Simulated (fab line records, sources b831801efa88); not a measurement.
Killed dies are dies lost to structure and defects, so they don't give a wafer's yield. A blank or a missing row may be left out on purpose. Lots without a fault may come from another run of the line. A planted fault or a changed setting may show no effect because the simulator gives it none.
Chamber matching | flow sky130 | SKY_FIELD_ISO_ETCH_14 on rie_diel-03: 4 sister chambers
The step etches BARC in N2/H2, stops on SiO2, time 45.9 s, target depth 60 nm. 14 wafers are shown with their chamber, then 7 later ones without.

WAFERS WITH THEIR CHAMBER
wafer  | chamber | drypump_motor_current_A (A) | oes_product_au (a.u.) | n2_flow_sccm (sccm)
L280.2 | 0       | 4.9                         | 0.857                 | 99.97
L280.3 | 1       | 5.4                         | 0.857                 | 100.22
L280.6 | 1       | 5.4                         | 0.856                 | 100.04
L281.2 | 2       | 6.7                         | 0.845                 | 99.82
L281.3 | 0       | 4.9                         | 0.860                 | 100.24
L281.5 | 0       | 4.9                         | 0.855                 | 100.21
L282.2 | 2       | 6.7                         | 0.861                 | 100.14
L282.5 | 2       | 6.7                         | 0.855                 | 99.63
L282.6 | 3       | 4.9                         | 0.856                 | 99.85
L284.3 | 2       | 6.7                         | 0.855                 | 99.91
L284.4 | 3       | 4.8                         | 0.852                 | 100.17
L284.6 | 2       | 6.7                         | 0.849                 | 99.94
L285.1 | 2       | 6.8                         | 0.856                 | 100.11
L285.3 | 0       | 4.9                         | 0.869                 | 100.23

SIGNATURES (means of the wafers above)
reading                 | chamber 0 | chamber 1 | chamber 2 | chamber 3 | scatter within a chamber
drypump_motor_current_A | 4.900     | 5.400     | 6.717     | 4.850     | 0.0365
oes_product_au          | 0.86025   | 0.85650   | 0.85350   | 0.85400   | 0.00532
n2_flow_sccm            | 100.1625  | 100.1300  | 99.9250   | 100.0100  | 0.172
Rule: a wafer's distance from a chamber is the root of the sum, over the readings, of the square of ((its reading less the chamber's mean) divided by the reading's scatter). The wafer belongs to the nearest chamber; if the next one is less than 2 further off, it can't be placed. The scatter: the root of (the sum of the squares of (reading less its chamber's mean) over the shown wafers, divided by (wafers less chambers)).

WAFERS WITHOUT THEIR CHAMBER
wafer  | drypump_motor_current_A (A) | oes_product_au (a.u.) | n2_flow_sccm (sccm)
L285.4 | 4.9                         | 0.857                 | 100.03
L290.3 | 6.8                         | 0.854                 | 99.94
L290.4 | 4.9                         | 0.853                 | 99.78
L290.5 | 4.9                         | 0.855                 | 99.94
L297.1 | 6.7                         | 0.854                 | 100.02
L297.5 | 5.4                         | 0.851                 | 99.80
L297.6 | 6.8                         | 0.844                 | 100.49

WHICH CHAMBER EACH WENT THROUGH
wafer  | from the rows above     | in truth
L285.4 | can't be placed: 0 or 3 | 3
L290.3 | 2                       | 2
L290.4 | can't be placed: 3 or 0 | 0
L290.5 | can't be placed: 3 or 0 | 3
L297.1 | 2                       | 2
L297.5 | 1                       | 1
L297.6 | 2                       | 2
Placed correctly: 4 of 7. Can't be placed from these rows: 3 (the true chamber is among the candidates in 3). Placed wrongly: 0.
